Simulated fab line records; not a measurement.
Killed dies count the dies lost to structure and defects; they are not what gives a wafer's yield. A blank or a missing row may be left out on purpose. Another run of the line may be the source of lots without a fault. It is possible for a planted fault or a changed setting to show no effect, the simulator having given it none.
fab line records | flow gf180mcu
record: lots: 6 wafers: 18 last_day: 33
route steps=602 shown HV_LDD@199
lots that met no fault: taken from a fault-free run of the same line
start_h: hours from the record's opening day to when the first of the lot's shown wafers began | wait_h: hours from the lot's prior step to this one | " repeats the value in the row above | L1.1+2: one row covering several wafers at once | - value missing, or start not given | * or withheld: withheld | < > ~ a bound
route shown NAME@n: NAME is a module with steps in the file, n the number in the route of the first one | usual: average and standard deviation across the fault-free wafers | same: alike in all rows | chamber/n: place in a boat | sites: the reading at each site | _std_site: the standard deviation of these | _edge_site: outer sites' mean less inner sites' | radius_mm: how far each site lies from the wafer's centre | mask NAME#n: copy n | behind: the most recent tool/chamber to have shaped the wafer | hold: why the lot went on hold/how many hours it stayed there/how the hold came to an end | device: whichever transistor did not switch (one of n, p or np) | end of line: at the end of the route, the tests of the same wafers | for a step that has no rows: nothing shown but its recipe | killed: the dies lost at the first sort to structure and to defects; this is not the yield of the wafer | map: shows each die of a wafer: x if killed, . if not, _ if none is there
set.NAME: the run value of the setting; set.NAME@STEP: its run value at that earlier step | model.NAME: the simulator's own value behind a step, which no gauge read
certain route steps with their lots: each step a table, each wafer a row
services: when a tool's chamber went out of use (start_h, in hours from the record's first day, below 0 if earlier), for how many hours, and the reason
== steps ==
step: GF_HV_LDD_TW_MEAS_23
usual: HV_LDD_2_TW: 1050/8.7
columns lot.wafer tool chamber start_h wait_h HV_LDD_2_TW
L842.1 film_metro-01 - 266.47 0.1 1065
L842.2 " - " " 1059
L842.6 " - " " 1059
L844.2 film_metro-04 - 276.83 0.1 1043
L844.3 " - " " 1054
L844.6 " - " " 1051
L845.2 film_metro-03 - 289.47 0.1 1041
L845.3 " - " " 1036
L845.4 " - " " 1038
L852.3 film_metro-03 - 339.02 0.1 1039
L852.5 " - " " 1032
L852.6 " - " " 1032
L853.3 film_metro-04 - 346.88 0.1 1052
L853.5 " - " " 1055
L853.6 " - " " 1051
L854.3 film_metro-03 - 358.23 0.1 1036
L854.4 " - " " 1035
L854.5 " - " " 1038
step: GF_HV_LDD_DEHYDRATE_24
recipe: temp_c: 200 time_s: 60
step: GF_HV_LDD_HMDS_25
recipe: prime_time_s: 60 prime_temp_c: 120
step: GF_HV_LDD_COAT_26
recipe: resist: NOVOLAK spin_rpm: 3000 resist_thk_nm: 1000
step: GF_HV_LDD_SOFTBAKE_27
recipe: temp_c: 90 time_s: 60 resist: NOVOLAK
step: GF_HV_LDD_EXPOSE_28
recipe: mask_id: Nplus_HV_AREA target_cd_nm: 400 na: 0.6 source_shape: conventional sigma_outer: 0.6 dose_mj: 140
step: GF_HV_LDD_PEB_29
recipe: temp_c: withheld time_s: * resist: NOVOLAK
step: GF_HV_LDD_DEVELOP_30
recipe: develop_time_s: 60 dev_temp_c: 23
step: GF_HV_LDD_CD_MEAS_31
recipe: target_cd_nm: 400
usual: cd_nm: 399.6/2.1
columns lot.wafer tool chamber start_h wait_h cd_nm
L842.1 cd_sem-02 - 285.86 0.1 402.8
L842.2 " - " " 397.8
L842.6 " - " " 398.4
L844.2 cd_sem-02 - 297.13 0.1 397.3
L844.3 " - " " 398.9
L844.6 " - " " 400.3
L845.2 cd_sem-01 - 309.23 0.1 399.4
L845.3 " - " " 400.2
L845.4 " - " " 400.2
L852.3 cd_sem-01 - 360.65 0.1 396.2
L852.5 " - " " 397.6
L852.6 " - " " 398.3
L853.3 cd_sem-01 - 369.39 0.1 398.0
L853.5 " - " " 398.8
L853.6 " - " " 400.7
L854.3 cd_sem-01 - 380.65 0.1 398.4
L854.4 " - " " 398.2
L854.5 " - " " 397.7
step: GF_HV_LDD_OVL_MEAS_32
usual: HV_LDD_02_OVL: 0.3/1.3
columns lot.wafer tool chamber start_h wait_h HV_LDD_02_OVL[nm]
L842.1 overlay-01 - 285.98 0.1 -0.1
L842.2 " - " " -0.1
L842.6 " - " " -0.5
L844.2 overlay-01 - 297.23 0.1 3.2
L844.3 " - " " 2.0
L844.6 " - " " 0.9
L845.2 overlay-01 - 309.33 0.1 -0.6
L845.3 " - " " 0.7
L845.4 " - " " 0.2
L852.3 overlay-02 - 360.74 0.1 -0.4
L852.5 " - " " -0.8
L852.6 " - " " 0.0
L853.3 overlay-01 - 369.48 0.1 -0.6
L853.5 " - " " 0.1
L853.6 " - " " 0.1
L854.3 overlay-01 - 380.74 0.1 0.8
L854.4 " - " " -0.3
L854.5 " - " " 0.8
step: GF_HV_LDD_IMPLANT_33
recipe: species: P energy_kev: 60 dose_cm2: 7.5e+12 tilt_deg: 30 rotation_deg: 0
step: GF_HV_LDD_IMPLANT_34
recipe: species: P energy_kev: 60 dose_cm2: 7.5e+12 tilt_deg: 30 rotation_deg: 90
step: GF_HV_LDD_IMPLANT_35
recipe: species: P energy_kev: 60 dose_cm2: 7.5e+12 tilt_deg: 30 rotation_deg: 180
usual: beam_energy_keV: 59.996/0.016 beam_on_s: 9.97/0.21
columns lot.wafer tool chamber start_h wait_h beam_energy_keV beam_on_s
L842.1 implanter-02 0 286.31 0.1 60.011 10.21
L842.2 " 0 " " 59.989 10.09
L842.6 " 0 " " 60.005 9.94
L844.2 implanter-04 - 297.59 0.1 - -
L844.3 " - " " - -
L844.6 " - " " - -
L845.2 implanter-04 - 309.69 0.1 - -
L845.3 " - " " - -
L845.4 " - " " - -
L852.3 implanter-04 0 361.11 0.1 59.975 9.52
L852.5 " 0 " " 60.022 9.79
L852.6 " 0 " " 59.988 10.04
L853.3 implanter-04 0 369.85 0.1 59.977 10.10
L853.5 " 0 " " 59.991 9.87
L853.6 " 0 " " 59.977 10.13
L854.3 implanter-02 0 381.11 0.1 59.995 9.82
L854.4 " 0 " " 59.999 9.87
L854.5 " 0 " " 60.016 10.07
step: GF_HV_LDD_IMPLANT_36
recipe: species: P energy_kev: 60 dose_cm2: 7.5e+12 tilt_deg: 30 rotation_deg: 270
step: GF_HV_LDD_STRIP_37
recipe: chemistry: O2/N2 power_w: 1400 pressure_mtorr: 1500 platen_temp_c: 250 o2_flow_sccm: 3000 n2_flow_sccm: 300 overash_fraction: 0.5
usual: chamber_pressure_mTorr: 1500.2/1.4 drypump_motor_current_A: 5.8/0.4 heater_power_w: 346/46 oes_product_au: 0.716/0.0042 strip_time_to_endpoint_s: 12.64/0.038
same: overash_fraction: 0.5
columns lot.wafer tool chamber start_h wait_h chamber_pressure_mTorr drypump_motor_current_A heater_power_w oes_product_au rf_hours_counter_h strip_time_to_endpoint_s
L842.1 plasma_asher-02 1 286.61 0.1 1501.0 5.5 392 0.713 18 12.60
L842.2 " 0 " " 1500.2 6.4 280 0.713 18 12.66
L842.6 " 1 " " 1498.7 5.5 410 0.720 - 12.68
L844.2 plasma_asher-02 1 297.86 0.1 1501.5 5.5 397 0.715 20 12.64
L844.3 " 1 " " 1499.2 5.5 398 0.714 - 12.63
L844.6 " 1 " " 1498.8 5.5 399 0.714 - 12.60
L845.2 plasma_asher-02 1 309.96 0.1 1501.2 5.5 392 0.721 21 12.59
L845.3 " 0 " " 1499.5 6.4 291 0.715 - 12.60
L845.4 " 1 " " 1501.3 5.5 398 0.718 - 12.64
L852.3 plasma_asher-01 1 361.39 0.1 1500.2 5.9 349 0.720 - 12.62
L852.5 " 1 " " 1501.3 5.9 346 0.714 - 12.68
L852.6 " 0 " " 1501.4 5.6 363 0.718 - 12.65
L853.3 plasma_asher-02 0 370.14 0.1 1502.6 6.4 288 0.713 - 12.74
L853.5 " 0 " " 1500.5 6.4 280 0.717 - 12.74
L853.6 " 1 " " 1500.5 5.5 397 0.716 - 12.68
L854.3 plasma_asher-02 0 381.39 0.1 1498.5 6.4 272 0.714 - 12.57
L854.4 " 1 " " 1498.8 5.5 383 0.716 - 12.59
L854.5 " 1 " " 1500.5 5.5 401 0.720 - 12.59
step: GF_HV_LDD_TW_MEAS_38
usual: HV_LDD_3_TW: 1425/9.4
columns lot.wafer tool chamber start_h wait_h HV_LDD_3_TW
L842.1 film_metro-03 - 286.71 0.1 1421
L842.2 " - " " 1413
L842.6 " - " " 1416
L844.2 film_metro-03 - 297.97 0.1 1293
L844.3 " - " " 1298
L844.6 " - " " 1291
L845.2 film_metro-04 - 310.12 0.1 1295
L845.3 " - " " 1309
L845.4 " - " " 1307
L852.3 film_metro-04 - 361.48 0.1 1430
L852.5 " - " " 1437
L852.6 " - " " 1434
L853.3 film_metro-03 - 370.22 0.1 1410
L853.5 " - " " 1424
L853.6 " - " " 1424
L854.3 film_metro-04 - 381.48 0.1 1438
L854.4 " - " " 1428
L854.5 " - " " 1423
step: GF_HV_LDD_DEHYDRATE_39
recipe: temp_c: 200 time_s: 60
step: GF_HV_LDD_HMDS_40
recipe: prime_time_s: 60 prime_temp_c: 120
step: GF_HV_LDD_COAT_41
recipe: resist: NOVOLAK spin_rpm: 3000 resist_thk_nm: 1000
step: GF_HV_LDD_SOFTBAKE_42
recipe: temp_c: 90 time_s: 60 resist: NOVOLAK
step: GF_HV_LDD_EXPOSE_43
recipe: mask_id: Pplus_HV_AREA target_cd_nm: 400 na: 0.6 source_shape: conventional sigma_outer: 0.6 dose_mj: 140
step: GF_HV_LDD_PEB_44
recipe: temp_c: withheld time_s: * resist: NOVOLAK
step: GF_HV_LDD_DEVELOP_45
recipe: develop_time_s: 60 dev_temp_c: 23
step: GF_HV_LDD_CD_MEAS_46
recipe: target_cd_nm: 400
usual: cd_nm: 399.5/1.9
columns lot.wafer tool chamber start_h wait_h cd_nm
L842.1 cd_sem-02 - 306.86 0.1 398.9
L842.2 " - " " 400.2
L842.6 " - " " 397.9
L844.2 cd_sem-02 - 318.53 0.1 401.5
L844.3 " - " " 402.5
L844.6 " - " " 401.2
L845.2 cd_sem-02 - 330.78 0.1 400.3
L845.3 " - " " 397.6
L845.4 " - " " 398.8
L852.3 cd_sem-02 - 383.94 0.1 396.7
L852.5 " - " " 397.6
L852.6 " - " " 397.8
L853.3 cd_sem-02 - 392.95 0.1 400.4
L853.5 " - " " 401.4
L853.6 " - " " 398.2
L854.3 cd_sem-01 - 404.99 0.1 398.9
L854.4 " - " " 399.5
L854.5 " - " " 398.6
step: GF_HV_LDD_OVL_MEAS_47
usual: HV_LDD_03_OVL: 0.6/1.4
columns lot.wafer tool chamber start_h wait_h HV_LDD_03_OVL[nm]
L842.1 overlay-02 - 306.98 0.1 -0.6
L842.2 " - " " -0.3
L842.6 " - " " -0.6
L844.2 overlay-02 - 318.63 0.1 2.2
L844.3 " - " " 1.4
L844.6 " - " " 1.1
L845.2 overlay-01 - 330.88 0.1 2.5
L845.3 " - " " 1.0
L845.4 " - " " 0.6
L852.3 overlay-02 - 384.03 0.1 1.4
L852.5 " - " " 2.8
L852.6 " - " " 0.8
L853.3 overlay-02 - 393.04 0.1 2.5
L853.5 " - " " 1.5
L853.6 " - " " 2.1
L854.3 overlay-02 - 405.08 0.1 1.2
L854.4 " - " " 2.4
L854.5 " - " " 0.9
step: GF_HV_LDD_IMPLANT_48
recipe: species: B energy_kev: 25 dose_cm2: 3e+13 tilt_deg: 7
step: GF_HV_LDD_STRIP_49
recipe: chemistry: O2/N2 power_w: 1400 pressure_mtorr: 1500 platen_temp_c: 250 o2_flow_sccm: 3000 n2_flow_sccm: 300 overash_fraction: 0.5
usual: chamber_pressure_mTorr: 1499.7/1.4 drypump_motor_current_A: 5.8/0.39 heater_power_w: 351/40 oes_product_au: 0.716/0.0046 strip_time_to_endpoint_s: 12.62/0.033
same: overash_fraction: 0.5
columns lot.wafer tool chamber start_h wait_h chamber_pressure_mTorr drypump_motor_current_A heater_power_w oes_product_au rf_hours_counter_h strip_time_to_endpoint_s
L842.1 plasma_asher-02 0 307.16 0.1 1501.7 6.4 273 0.711 21 12.62
L842.2 " 1 " " 1501.1 5.5 399 0.717 21 12.64
L842.6 " 0 " " 1498.6 6.3 286 0.724 - 12.61
L844.2 plasma_asher-03 0 318.81 0.1 1502.4 6.2 410 0.714 74 12.60
L844.3 " 1 " " 1499.5 4.9 304 0.709 - 12.57
L844.6 " 1 " " 1498.3 4.9 300 0.716 - 12.59
L845.2 plasma_asher-01 1 331.06 0.1 1500.2 5.9 356 0.714 65 12.61
L845.3 " 0 " " 1500.9 5.6 367 0.712 - 12.64
L845.4 " 1 " " 1500.5 5.9 348 0.714 - 12.61
L852.3 plasma_asher-01 1 384.24 0.1 1499.7 5.9 345 0.717 - 12.67
L852.5 " 0 " " 1497.7 5.6 366 0.707 - 12.65
L852.6 " 1 " " 1498.5 5.9 340 0.714 - 12.63
L853.3 plasma_asher-01 1 393.25 0.1 1496.8 5.9 349 0.711 - 12.64
L853.5 " 1 " " 1498.7 5.9 342 0.714 - 12.61
L853.6 " 0 " " 1501.7 5.6 361 0.719 - 12.64
L854.3 plasma_asher-01 0 405.29 0.1 1499.7 5.6 357 0.713 - 12.63
L854.4 " 1 " " 1498.4 5.9 338 0.717 - 12.61
L854.5 " 0 " " 1500.5 5.6 362 0.723 - 12.62
step: GF_HV_LDD_TW_MEAS_50
usual: HV_LDD_4_TW: 565/3.8
columns lot.wafer tool chamber start_h wait_h HV_LDD_4_TW
L842.1 film_metro-03 - 307.26 0.1 561
L842.2 " - " " 561
L842.6 " - " " 560
L844.2 film_metro-03 - 318.92 0.1 560
L844.3 " - " " 567
L844.6 " - " " 559
L845.2 film_metro-04 - 331.17 0.1 568
L845.3 " - " " 570
L845.4 " - " " 567
L852.3 film_metro-04 - 384.32 0.1 562
L852.5 " - " " 569
L852.6 " - " " 564
L853.3 film_metro-03 - 393.33 0.1 561
L853.5 " - " " 560
L853.6 " - " " 562
L854.3 film_metro-03 - 405.37 0.1 561
L854.4 " - " " 560
L854.5 " - " " 561
step: GF_HV_LDD_CLEAN_51
recipe: chemistry: SC1/SC2 mix: 1:4:20 temp_c: 70 time_s: 150 dry: n2_spin
step: GF_HV_LDD_RTA_52
recipe: temp_c: 1000 time_s: 10 ambient: N2
usual: lamp_power_pct: 35.7/1.5 wafer_temp_C_max: 1005.1/1.2
same: time_s: 10
columns lot.wafer tool chamber start_h wait_h lamp_power_pct wafer_temp_C_max
L842.1 rtp_anneal-01 0 307.37 0.0 34.2 1004.4
L842.2 " 0 " " 34.2 1005.5
L842.6 " 0 " " 34.2 1004.1
L844.2 rtp_anneal-01 0 319.03 0.0 34.2 1003.3
L844.3 " 0 " " 34.2 1004.3
L844.6 " 0 " " 34.2 1004.9
L845.2 rtp_anneal-02 0 331.29 0.0 37.1 1006.8
L845.3 " 0 " " 37.2 1004.9
L845.4 " 0 " " 37.1 1006.1
L852.3 rtp_anneal-02 0 384.46 0.0 37.2 1007.6
L852.5 " 0 " " 37.1 1005.2
L852.6 " 0 " " 37.2 1005.8
L853.3 rtp_anneal-02 0 393.45 0.0 37.1 1004.7
L853.5 " 0 " " 37.2 1007.3
L853.6 " 0 " " 37.1 1006.1
L854.3 rtp_anneal-01 0 405.49 0.0 34.2 1006.4
L854.4 " 0 " " 34.2 1003.7
L854.5 " 0 " " 34.2 1005.8
step: GF_HV_LDD_RS_MEAS_53
recipe: thk_meas_gauge: four-point-probe
usual: HV_LDD_RS: 418.5/0.9
columns lot.wafer tool chamber start_h wait_h HV_LDD_RS[ohm/sq]
L842.1 film_metro-04 - 307.44 0.1 416.8
L842.2 " - " " 416.9
L842.6 " - " " 417.7
L844.2 film_metro-04 - 319.11 0.1 439.4
L844.3 " - " " 439.5
L844.6 " - " " 439.4
L845.2 film_metro-04 - 331.36 0.1 439.2
L845.3 " - " " 439.4
L845.4 " - " " 439.2
L852.3 film_metro-04 - 384.59 0.1 417.8
L852.5 " - " " 418.4
L852.6 " - " " 418.6
L853.3 film_metro-01 - 393.53 0.1 417.9
L853.5 " - " " 418.6
L853.6 " - " " 418.2
L854.3 film_metro-01 - 405.57 0.1 417.7
L854.4 " - " " 419.3
L854.5 " - " " 418.8
step: GF_HV_LDD_CVD_54
recipe: material: SiO2 target_thk_nm: 10 precursor: TEOS temp_c: 680 time_s: 75 pressure_mtorr: 400
== services ==
columns tool chamber start_h hours kind
implanter-02 - 275.33 1.4 repair
plasma_asher-03 - 386.89 0.8 repair
rtp_anneal-01 - 402.53 1.0 pm
implanter-02 - 403.00 5.8 pm
== key ==
first_sign: step: GF_HV_LDD_IMPLANT_35 reading: tool_record direction: missing
effect: step: GF_HV_LDD_TW_MEAS_38 reading: HV_LDD_3_TW direction: down sigmas: 13 usual: 1425 struck: 1299
effect: step: GF_HV_LDD_RS_MEAS_53 reading: HV_LDD_RS direction: up sigmas: 23 usual: 418.5 struck: 439.3
met_at GF_HV_LDD_IMPLANT_35
struck_wafers L844.2,L844.3,L844.6,L845.2,L845.3,L845.4
later_rows_left_out L844.2,L844.3,L844.6,L845.2,L845.3,L845.4
sort_left_out L844.2,L844.3,L844.6,L845.2,L845.3,L845.4
tester_left_out L844,L845
fault: kind: skipped_step_whole tool: implanter-04 chamber: - onset_h: 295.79 steps: GF_HV_LDD_IMPLANT_35 scope: struck_lots_only
tester_left_out: of these lots the tester's yield and bins aren't shown, on N5 and GAA mostly nor the transistor test; their killed dies are dies lost to structure and defects alone, not to doping, threshold or leakage, so they don't give the yield
sort_left_out: the simulated sort isn't trusted on such a fault, so these wafers' sort isn't shown, and their yield isn't known
later_rows_left_out: the simulator's readings of these wafers behind a module that went badly wrong aren't trusted and aren't shown, but for the sort
